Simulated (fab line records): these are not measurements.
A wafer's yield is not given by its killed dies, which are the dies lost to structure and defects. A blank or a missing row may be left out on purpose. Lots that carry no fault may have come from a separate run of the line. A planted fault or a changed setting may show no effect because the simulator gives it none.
What tool caused it? | flow gf180mcu | Sampling: 6 lots, 18 wafers, 3 of 602 route steps

## WHAT THE GAUGES SHOWED, per wafer
GF_TOP_METAL_CD_MEAS_14 targets a cd of 440 nm.
lot  | measured     | on        | cd_nm (nm)
L291 | day 28 19:53 | cd_sem-01 | 441.5 442.2 443.8
L294 | day 29 19:14 | cd_sem-01 | 441.9 439.9 441.2
L299 | day 31 09:20 | cd_sem-02 | 439.3 441.8 439.9
L305 | day 32 17:17 | cd_sem-01 | 441.5 440.8 437.6
L308 | day 33 09:53 | cd_sem-02 | 443.0 444.0 441.2
L312 | day 34 08:09 | cd_sem-01 | 441.5 438.2 438.6

## EACH LOT AND THE TOOL THAT RAN IT (in order: tool; ch and the chambers of the sampled wafers; start)
lot  | GF_M3_SPUTTER_01             | GF_V5_SPUTTER_21
L291 | pvd_sputter-04, day 21 04:59 | pvd_sputter-02, day 28 00:01
L294 | pvd_sputter-04, day 22 09:17 | pvd_sputter-04, day 28 23:44
L299 | pvd_sputter-02, day 24 09:49 | pvd_sputter-04, day 30 14:19
L305 | pvd_sputter-01, day 26 01:32 | pvd_sputter-04, day 31 23:52
L308 | pvd_sputter-02, day 26 21:01 | pvd_sputter-03, day 32 17:11
L312 | pvd_sputter-04, day 28 01:55 | pvd_sputter-04, day 33 16:00
- GF_M3_SPUTTER_01: material TiN, target thk 30 nm, time 25 s.
- GF_V5_SPUTTER_21: material Ti, target thk 15 nm, time 80.02 s.

## THE ANSWER, worked out from the rows above alone
Rule: the usual values come from the lots themselves. Put in order of their means at a reading, lots are off if they are a third of the lots or fewer, leave a main group of 4 or more, and stand apart from it by a gap of 3 or more times the standard deviation of the main group's means; of several such gaps the widest counts. If all means in a main group match to the digits the tables above print for the reading, that group is not used. Also off: a lot with no number at a reading for which 4 or more lots have one. Where the step has rows for the other lots, those lots are counted as sound.
Across all readings shown, no lot is off: no conclusion can be drawn from this.

## WHAT THE SIMULATOR HAD INSERTED
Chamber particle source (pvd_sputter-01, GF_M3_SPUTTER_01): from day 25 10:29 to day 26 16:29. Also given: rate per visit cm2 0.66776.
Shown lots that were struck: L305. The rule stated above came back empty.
